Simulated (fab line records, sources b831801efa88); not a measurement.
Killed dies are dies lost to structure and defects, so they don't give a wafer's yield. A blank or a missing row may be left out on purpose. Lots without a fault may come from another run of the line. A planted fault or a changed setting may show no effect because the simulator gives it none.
A struck lot beside a sound one | flow gf180mcu | 16 steps out of a route of 602
Sound: wafers L818.1, L818.4, L818.6. Struck: wafers L812.3, L812.4, L812.6. The cause comes at the end.
At each step with rows: each side's tool, then ch and its chambers, then its first start. Under that, the readings that differ: sound wafers | struck wafers | difference of the means | sigmas: that difference in standard deviations of wafers without a fault.
alike: readings whose means differ by less than 2 such deviations, and words and numbers that are the same on both sides. not compared: withheld readings, readings that some wafer has no value for, bounds like >300 that may hide the same value, and numbers for which the record gives no deviation and whose values overlap.
The two part at a step that has a row with sigmas, a row that says differs or no value, or rows on one side only. Numbers that don't overlap but have no deviation are shown without sigmas and don't part them. A reading that every wafer of one side lacks parts them only if that side has two wafers or more.

GF_POLY_GATE_ETCH_13: etches poly-Si in HBr/Cl2, stops on SiO2, target depth 198.5 nm, time 69.6 s.
  sound on rie_si-02 ch 1,3, day 14 20:02; struck on rie_si-01 ch 0,3, day 13 07:31
  alike: drypump_motor_current_A, mfc_cl2_sccm, oes_product_au, throttle_valve_pct
  not compared: rf_hours_counter_h
GF_POLY_GATE_STRIP_14: strips in O2/N2.
  sound on plasma_asher-03 ch 0,1, day 14 20:05; struck on plasma_asher-03 ch 0,1, day 13 07:36
  alike: drypump_motor_current_A, heater_power_w, o2_flow_sccm, oes_product_au
  not compared: rf_hours_counter_h
then, 2 steps without rows for these wafers: GF_POLY_GATE_CLEAN_15 (cleans in SC1/SC2, time 150 s); GF_POLY_GATE_OXIDATION_16 (stabilise 600 s, purge 300 s, target thk 4 nm).
GF_POLY_GATE_THK_MEAS_17:
  sound on film_metro-02, day 14 22:10; struck on film_metro-01, day 13 14:32
  alike: POLY_GATE_OXIDATION_THK
GF_POLY_GATE_CD_MEAS_18:
  sound on cd_sem-01, day 14 22:13; struck on cd_sem-01, day 13 14:38
  alike: cd_nm
then, 6 steps without rows for these wafers: GF_HV_LDD_DEHYDRATE_00 (time 60 s); GF_HV_LDD_HMDS_01 (prime time 60 s); GF_HV_LDD_COAT_02 (resist thk 1000 nm); GF_HV_LDD_SOFTBAKE_03 (time 60 s); GF_HV_LDD_EXPOSE_04 (exposes mask Nplus LV AREA, target cd 400 nm); GF_HV_LDD_PEB_05.
GF_HV_LDD_DEVELOP_06: develop time 60 s.
  sound on litho_track-04 ch 0, day 15 20:17; struck on litho_track-02 ch 0, day 14 10:39
  alike: resist_line_temp_C
GF_HV_LDD_CD_MEAS_07: target cd 400 nm.
  sound on cd_sem-02, day 15 20:26; struck on cd_sem-02, day 14 11:05
  reading    | sound             | struck            | difference | sigmas
  cd_nm (nm) | 401.6 401.3 402.2 | 388.1 388.4 387.3 | -13.8      | -7
  not compared: hold
GF_HV_LDD_OVL_MEAS_08:
  sound on overlay-01, day 15 20:34; struck on overlay-01, day 14 13:46
  reading | sound | struck                                                                     | difference                   | sigmas
  hold    | - - - | await_dispo/2.6h/release await_dispo/2.6h/release await_dispo/2.6h/release | no value on the sound wafers |
  alike: HV_LDD_OVL
then, 1 step without rows for these wafers: GF_PASSIVATION_PROBE_99.

WHERE THEY PART
First at GF_HV_LDD_CD_MEAS_07; last, within this record, at GF_HV_LDD_OVL_MEAS_08.

WHY: what the simulator had put in
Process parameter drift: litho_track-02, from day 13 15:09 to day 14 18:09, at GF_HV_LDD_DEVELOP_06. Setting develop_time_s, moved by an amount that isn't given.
